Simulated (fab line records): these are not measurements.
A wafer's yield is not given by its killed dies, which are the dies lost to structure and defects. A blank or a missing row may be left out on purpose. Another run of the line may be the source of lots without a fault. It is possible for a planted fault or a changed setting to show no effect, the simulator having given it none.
Which tool was responsible?	flow sky130	30 wafers from 10 lots sampled at 8 of the route's 708 steps

## WHAT THE GAUGES READ, wafer by wafer
SKY_FIELD_ISO_CD_MEAS_13 targets a cd of 150 nm. Usual: cd-nm at 150.1 nm, with a standard deviation of 1.5.
lot	measured	on	cd-nm (nm)	flag
L365	day 2 04:56	cd-sem-02	150.3 150.8 150.3	
L366	day 2 12:58	cd-sem-02	147.9 147.1 146.6	
L368	day 2 22:55	cd-sem-01	151.2 150.3 150.3	
L369	day 3 06:02	cd-sem-01	148.6 150.2 148.4	
L370	day 3 07:42	cd-sem-02	149.9 149.5 149.3	
L372	day 3 17:26	cd-sem-02	150.7 151.7 152.8	
L374	day 4 04:43	cd-sem-02	151.3 149.6 148.5	
L380	day 5 10:58	cd-sem-02	152.3 150.7 150.4	
L381	day 5 18:29	cd-sem-02	150.5 150.3 152.8	
L384	day 6 08:49	cd-sem-02	150.5 151.5 152.1	

SKY_POLY_GATE_THK_MEAS_04. Usual: POLY_GATE_CVD_03_THK 75.2 nm, standard deviation 0.73.
lot	measured	on	POLY_GATE_CVD_03_THK (nm)	flag
L365	day 15 05:11	film-metro-03	75.2 74.5 75.0	
L366	day 15 16:14	film-metro-02	75.5 75.7 76.0	
L368	day 16 11:03	film-metro-03	75.8 75.6 75.1	
L369	day 17 02:25	film-metro-02	74.1 73.9 74.1	
L370	day 17 02:25	film-metro-01	74.9 74.7 75.1	
L372	day 17 18:10	film-metro-02	74.4 74.0 74.2	
L374	day 18 13:04	film-metro-02	75.6 75.7 75.9	
L380	day 20 17:47	film-metro-02	75.3 74.9 75.7	
L381	day 21 08:14	film-metro-03	80.0 79.9 79.6 79.8 80.0 79.5	OFF
L384	day 22 00:26	film-metro-03	74.8 75.5 75.6	

SKY_POLY_GATE_CD_MEAS_13 targets a cd of 150 nm. Usual: cd-nm at 149.5 nm, with a standard deviation of 1.5.
lot	measured	on	cd-nm (nm)	flag
L365	day 16 09:49	cd-sem-02	151.2 150.6 150.3	
L366	day 16 20:35	cd-sem-01	151.0 150.9 150.9	
L368	day 17 15:26	cd-sem-01	147.7 147.9 147.6	
L369	day 18 07:44	cd-sem-01	149.1 149.0 149.4	
L370	day 18 07:47	cd-sem-02	147.7 148.7 147.2	
L372	day 19 00:16	cd-sem-02	150.1 149.8 149.5	
L374	day 19 20:01	cd-sem-02	152.6 151.0 152.4	
L380	day 22 01:14	cd-sem-02	151.2 150.9 149.7	
L381	day 22 14:58	cd-sem-01	162.3 162.9 163.4 162.4 162.8 163.5	OFF
L384	day 23 06:28	cd-sem-01	148.5 149.5 148.4	

SKY_POLY_GATE_CD_MEAS_22. Usual: cd-nm at 149 nm, with a standard deviation of 3.1.
lot	measured	on	cd-nm (nm)	flag
L365	day 16 15:09	cd-sem-02	149 149 148	
L366	day 16 22:28	cd-sem-01	148 149 149	
L368	day 17 19:27	cd-sem-02	146 148 147	
L369	day 18 10:17	cd-sem-02	156 144 156	
L370	day 18 10:17	cd-sem-01	145 144 145	
L372	day 19 02:08	cd-sem-02	148 147 149	
L374	day 19 23:05	cd-sem-01	150 149 152	
L380	day 22 03:06	cd-sem-01	153 148 150	
L381	day 23 08:26	cd-sem-02	165 165 166 165 165 166	OFF
L384	day 23 08:19	cd-sem-01	144 149 144	

SKY_LOCAL_INTERCONNECT_RS_MEAS_01: the measuring method here is four-point-probe. Usual: LOCAL_INTERCONNECT_TIN_RS 14.11 ohm/sq, standard deviation 0.22.
lot	measured	on	LOCAL_INTERCONNECT_TIN_RS (ohm/sq)	flag
L365	day 29 05:45	film-metro-03	14.23 14.03 14.05	
L366	day 29 15:17	film-metro-04	13.70 13.99 13.82	
L368	day 30 12:38	film-metro-04	14.31 14.09 14.47	
L369	day 30 22:15	film-metro-03	14.36 14.30 13.93	
L370	day 31 03:14	film-metro-03	14.20 14.36 14.21	
L372	day 31 14:26	film-metro-04	14.10 13.62 14.14	
L374	day 32 08:12	film-metro-03	13.85 13.73 14.09	
L380	day 34 21:00	film-metro-04	13.84 13.92 13.79	
L381	day 34 22:07	film-metro-04	14.39 14.36 14.51	
L384	day 35 07:05	film-metro-03	13.94 13.94 14.02	

## EACH LOT AND THE TOOL THAT RAN IT (in order: tool; ch and the chambers of the sampled wafers; start)
lot	SKY_POLY_GATE_CVD_03	SKY_POLY_CUT_ETCH_11	SKY_LOCAL_INTERCONNECT_SPUTTER_00
L365	lpcvd-02 ch 0, day 15 03:50	rie-diel-03 ch 0,2,3, day 24 08:46	pvd-sputter-01, day 29 05:41
L366	lpcvd-02 ch 1, day 15 14:52	rie-diel-03 ch 0,3, day 24 17:08	pvd-sputter-01, day 29 15:14
L368	lpcvd-02 ch 0, day 16 09:41	rie-diel-01 ch 0,2,3, day 25 16:05	pvd-sputter-04, day 30 12:35
L369	lpcvd-02 ch 1, day 17 01:03	rie-diel-02 ch 0,1,2, day 26 04:40	pvd-sputter-04, day 30 22:10
L370	lpcvd-02 ch 1, day 17 01:03	rie-diel-03 ch 0,2,3, day 26 07:20	pvd-sputter-04, day 31 03:09
L372	lpcvd-02 ch 0, day 17 16:48	rie-diel-01 ch 2,3, day 26 19:52	pvd-sputter-04, day 31 14:22
L374	lpcvd-02 ch 1, day 18 11:42	rie-diel-01 ch 0,3, day 27 14:34	pvd-sputter-04, day 32 08:07
L380	lpcvd-02 ch 0, day 20 16:25	rie-diel-01 ch 0,1, day 30 05:40	pvd-sputter-01, day 34 20:55
L381	lpcvd-02 ch 0, day 21 06:53	rie-diel-01 ch 1,2,3, day 30 06:14	pvd-sputter-03, day 34 22:04
L384	lpcvd-02 ch 1, day 21 23:04	rie-diel-01 ch 0,3, day 30 15:38	pvd-sputter-01, day 35 07:01
- SKY_POLY_GATE_CVD_03: deposits Si3N4 from DCS/NH3, target thk 75 nm, time 1290 s.
- SKY_POLY_CUT_ETCH_11: etches Si3N4 in CF4/CH2F2/Ar, stops on poly-Si, time 42.5 s, target depth 60 nm.
- SKY_LOCAL_INTERCONNECT_SPUTTER_00: material TiN, target thk 100 nm, time 83.3 s.

## AS READ BY THE TOOLS THEMSELVES (means over the sampled wafers that have a number; for cases with no such wafer, the mark the record gives instead)
SKY_POLY_GATE_CVD_03. Usual: pressure-mtorr 250.1 mTorr, standard deviation 0.52; spike-tc-lower-C 770.7 C, standard deviation 1.1.
lot	tool	pressure-mtorr (mTorr)	spike-tc-lower-C (C)	flag
L365	lpcvd-02	249.8	770.6	
L366	lpcvd-02	249.6	771.6	
L368	lpcvd-02	250.7	769.8	
L369	lpcvd-02	249.8	771.0	
L370	lpcvd-02	249.3	771.7	
L372	lpcvd-02	250.5	770.2	
L374	lpcvd-02	250.5	770.6	
L380	lpcvd-02	249.9	770.6	
L381	lpcvd-02	300.6	769.4	OFF
L384	lpcvd-02	250.2	770.3	

SKY_POLY_CUT_ETCH_11. Usual: drypump-motor-current-A 5.6 A, standard deviation 0.48; oes-product-au 0.830 a.u., standard deviation 0.0066; throttle-valve-pct 14.994 %, standard deviation 0.01.
lot	tool	drypump-motor-current-A (A)	oes-product-au (a.u.)	throttle-valve-pct (%)	flag
L365	rie-diel-03	5.8	0.832	15.000	
L366	rie-diel-03	5.8	0.832	15.006	
L368	rie-diel-01	5.5	0.840	14.999	
L369	rie-diel-02	5.3	0.822	14.997	
L370	rie-diel-03	5.8	0.827	14.995	
L372	rie-diel-01	5.4	0.826	14.997	
L374	rie-diel-01	5.1	0.830	14.996	
L380	rie-diel-01	5.4	0.832	15.003	
L381	rie-diel-01	5.5	0.855	15.004	OFF
L384	rie-diel-01	5.2	0.824	14.987	

SKY_LOCAL_INTERCONNECT_SPUTTER_00. Usual: throttle-valve-pct at 29.4 %, with a standard deviation of 0.64.
lot	tool	throttle-valve-pct (%)	flag
L365	pvd-sputter-01	29.1	
L366	pvd-sputter-01	29.8	
L368	pvd-sputter-04	29.2	
L369	pvd-sputter-04	29.1	
L370	pvd-sputter-04	29.8	
L372	pvd-sputter-04	29.1	
L374	pvd-sputter-04	29.1	
L380	pvd-sputter-01	29.2	
L381	pvd-sputter-03	28.7	
L384	pvd-sputter-01	29.0	

## THE ANSWER, worked out from the rows above alone
Rule: a lot is off if the mean of its wafers that have a number lies more than 3 standard deviations from the usual mean. Also off: a lot with no number at a reading for which 4 or more lots have one. Where the step has rows for the other lots, those lots are counted as sound. After the gauges, taken in route order, come the tools' own readings; for these a lot's mean is taken, as printed above. At the first step where some lot is off, the reading lying furthest off is the one used; lots without a number count as furthest.
Off: L381, seen at SKY_POLY_GATE_THK_MEAS_04 (POLY_GATE_CVD_03_THK).
If a tool, at a process step before that reading, ran all the lots that are off and no sound lot after the first of them, it fits. The gauges at SKY_POLY_GATE_THK_MEAS_04 aren't tried: what is off there is off at SKY_POLY_GATE_CD_MEAS_13 too, on other tools, and a gauge's error can't cause that. None of those tried fits.

## WHAT THE SIMULATOR HAD INSERTED
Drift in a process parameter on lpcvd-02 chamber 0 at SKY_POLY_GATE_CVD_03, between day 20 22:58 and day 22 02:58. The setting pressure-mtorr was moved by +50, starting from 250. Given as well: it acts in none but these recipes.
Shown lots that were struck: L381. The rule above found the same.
